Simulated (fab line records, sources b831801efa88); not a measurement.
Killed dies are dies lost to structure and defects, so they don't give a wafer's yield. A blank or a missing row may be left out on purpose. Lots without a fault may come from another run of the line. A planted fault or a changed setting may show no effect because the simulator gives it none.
Chamber matching | flow sky130 | SKY_FIELD_ISO_ETCH_17 on rie_si-01: 4 sister chambers
The step etches Si in HBr/Cl2/O2, target depth 342 nm, time 97.7 s. 4 wafers are shown with their chamber, then 7 later ones without.

WAFERS WITH THEIR CHAMBER
wafer  | chamber | oes_product_au (a.u.)
L191.6 | 1       | 1.013
L193.6 | 0       | 0.988
L194.1 | 3       | 1.003
L194.3 | 2       | 1.009

WAFERS WITHOUT THEIR CHAMBER
wafer  | oes_product_au (a.u.)
L194.5 | 1.008
L195.2 | 0.989
L195.4 | 1.011
L195.6 | 0.989
L196.2 | 1.006
L196.3 | 1.007
L196.6 | 1.012

WHICH CHAMBER EACH WENT THROUGH
wafer  | from the rows above     | in truth
L194.5 | 2                       | 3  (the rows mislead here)
L195.2 | 0                       | 0
L195.4 | can't be placed: 1 or 2 | 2
L195.6 | 0                       | 0
L196.2 | can't be placed: 2 or 3 | 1
L196.3 | can't be placed: 2 or 3 | 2
L196.6 | can't be placed: 1 or 2 | 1
Placed correctly: 2 of 7. Can't be placed from these rows: 4 (the true chamber is among the candidates in 3). Placed wrongly: 1.
How it was worked out, from the rows above alone: a wafer's distance from a chamber is the root of the sum, over the readings, of the square of ((its reading less the chamber's mean) divided by the reading's scatter). The wafer belongs to the nearest chamber; if the next one is less than 2 further off, it can't be placed. A chamber's mean is the mean of its shown wafers. The scatter: with one shown wafer a chamber, the root of the mean of the squares of how far each hidden wafer lies from its nearest shown one.
